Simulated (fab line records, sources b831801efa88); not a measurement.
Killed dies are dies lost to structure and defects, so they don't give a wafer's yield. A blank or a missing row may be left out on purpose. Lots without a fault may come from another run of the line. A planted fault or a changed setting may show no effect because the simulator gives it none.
Which tool did it? | flow gf180mcu | 13 lots, 39 wafers sampled, at 1 step of a route of 602

WHAT THE GAUGES READ, wafer by wafer
GF_STI_CD_MEAS_12: target cd 220 nm. Usual: cd_nm 220.1 nm, standard deviation 1.4.
lot  | measured    | on        | cd_nm (nm)        | flag
L693 | day 2 01:31 | cd_sem-02 | 221.6 222.5 221.4 |
L694 | day 2 06:26 | cd_sem-01 | 219.9 219.1 219.6 |
L695 | day 2 11:23 | cd_sem-01 | 217.6 218.0 217.6 |
L698 | day 3 03:05 | cd_sem-01 | 222.5 222.1 222.2 |
L699 | day 3 08:02 | cd_sem-02 | 219.1 219.5 221.1 |
L700 | day 3 12:34 | cd_sem-01 | 218.6 218.8 218.4 |
L701 | day 3 18:32 | cd_sem-02 | 219.6 219.1 220.1 |
L702 | day 3 23:58 | cd_sem-01 | 221.7 221.1 220.3 |
L711 | day 5 21:44 | cd_sem-02 | 221.3 220.8 221.8 |
L712 | day 6 02:14 | cd_sem-02 | 220.1 220.1 220.8 |
L713 | day 6 07:59 | cd_sem-01 | 221.0 220.4 220.3 |
L715 | day 6 20:34 | cd_sem-02 | 219.2 218.1 217.7 |
L716 | day 7 00:46 | cd_sem-01 | 220.7 222.3 220.5 |

WHICH TOOL RAN EACH LOT (tool, then ch and the chambers of the sampled wafers, then the start)
The record holds no process step before these readings.

WHAT THE TOOLS THEMSELVES READ (means of the sampled wafers that have a number; where no wafer has one, the mark that the record gives instead)
The record holds no such reading with a usual standard deviation.

THE ANSWER, worked out from the rows above alone
Rule: a lot is off if the mean of its wafers that have a number lies more than 3 standard deviations from the usual mean. A lot without any number at a reading at which 4 lots or more have one is off too. The other lots that the step has rows for count as sound. The gauges are gone through in route order, then the tools' own readings, and for those a lot's mean is taken as printed above. The first step at which some lot is off is used, and at that step the reading that is off furthest; a lot without a number counts as furthest.
No lot is off at any reading shown: from this, nothing can be told.

WHAT THE SIMULATOR HAD PUT IN
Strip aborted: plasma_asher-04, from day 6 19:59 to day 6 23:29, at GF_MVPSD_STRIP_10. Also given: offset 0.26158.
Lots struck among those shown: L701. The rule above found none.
